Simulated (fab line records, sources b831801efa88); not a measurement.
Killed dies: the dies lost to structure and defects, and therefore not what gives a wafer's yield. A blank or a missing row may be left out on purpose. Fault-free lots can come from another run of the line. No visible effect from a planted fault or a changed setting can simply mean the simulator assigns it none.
Split-lot study ; flow sky130 ; 5 lots, 23 wafers read, on a route of 708 steps

== THE SPLIT ITSELF ==
At SKY_LDD_P_DEVELOP_06 (develop time 60 s), the setting developTimeS was moved away from the recipe's 60 s on 8 of the 23 wafers read, by -5.6% to +6.9%. This setting was run at the recipe's value on the other wafers.

The file shows no step between the split and the reading.

== THE READING ==
Shown in nm: cdNm at SKY_LDD_P_CD_MEAS_07, with target cd 380 nm. On this fab line, fault-free wafers typically give 379.3 nm with a standard deviation of 2.1 nm.

wafer;tool, chamber at the split;developTimeS as run, s;against the recipe;cdNm, nm;against lot-mates on the recipe
L075.1;lithoTrack-03, 0;60;recipe;385.7;-
L075.2;lithoTrack-03, 0;64.15;+6.9%;389.2;+5.3
L075.4;lithoTrack-03, 0;64.15;+6.9%;389.5;+5.6
L075.5;lithoTrack-03, 0;64.15;+6.9%;388.3;+4.4
L075.6;lithoTrack-03, 0;60;recipe;382.0;-
L078.1;lithoTrack-03, 0;60;recipe;380.0;-
L078.4;lithoTrack-03, 0;60;recipe;379.9;-
L078.6;lithoTrack-03, 0;60;recipe;379.5;-
L079.1;lithoTrack-04, 0;60;recipe;378.6;-
L079.3;lithoTrack-04, 0;60;recipe;380.5;-
L079.4;lithoTrack-04, 0;60;recipe;380.0;-
L079.5;lithoTrack-04, 0;60;recipe;380.2;-
L079.6;lithoTrack-04, 0;60;recipe;381.6;-
L084.1;lithoTrack-04, 0;63.31;+5.5%;386.8;+6.2
L084.3;lithoTrack-04, 0;63.31;+5.5%;386.8;+6.2
L084.4;lithoTrack-04, 0;60;recipe;379.9;-
L084.5;lithoTrack-04, 0;60;recipe;379.2;-
L084.6;lithoTrack-04, 0;60;recipe;382.8;-
L085.1;lithoTrack-02, 0;56.64;-5.6%;372.7;-8.8
L085.2;lithoTrack-02, 0;56.64;-5.6%;376.4;-5.1
L085.3;lithoTrack-02, 0;60;recipe;381.1;-
L085.4;lithoTrack-02, 0;60;recipe;381.9;-
L085.6;lithoTrack-02, 0;56.64;-5.6%;373.5;-8.0

FIT RESULTS
A straight line over all 23 wafers: cdNm changes by +1.16 nm for each +1% of developTimeS; r = +0.94; the points scatter about the line by 1.6 nm.
The same after taking each lot's own level away (the mean of its wafers on the recipe; 23 wafers): +1.02 nm for each +1%; r = +0.94; scatter 1.4 nm.
Per that fit: largest developTimeS move, reading shift of 7 nm.
Measured against the standard deviation above, the lots' own levels, which go from 379.80 to 383.85 nm, span 1.9 times it.
So the slope is not independent of the lot-to-lot level: the two fits are not the same.
Check: for one of the wafers moved furthest among these (+6.9%), held out of the fit, the line's prediction against its lot-mates is +6.91 nm. It came out at +5.35 nm against them.

== THE OTHER SPLITS THESE WAFERS WENT THROUGH ==
These wafers also went through other splits before the reading. Each is held against what the fit with the lots' levels taken away leaves over:
other split on the same wafers;wafers away from the commonest value;r with cdNm (lot level and that fit taken away)
SKY_POLY_GATE_ETCH_17 icpW;9;+0.02

== THE FILE'S OWN FIT ==
cdNm changes by +1.01 nm for each +1% of developTimeS, r = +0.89.
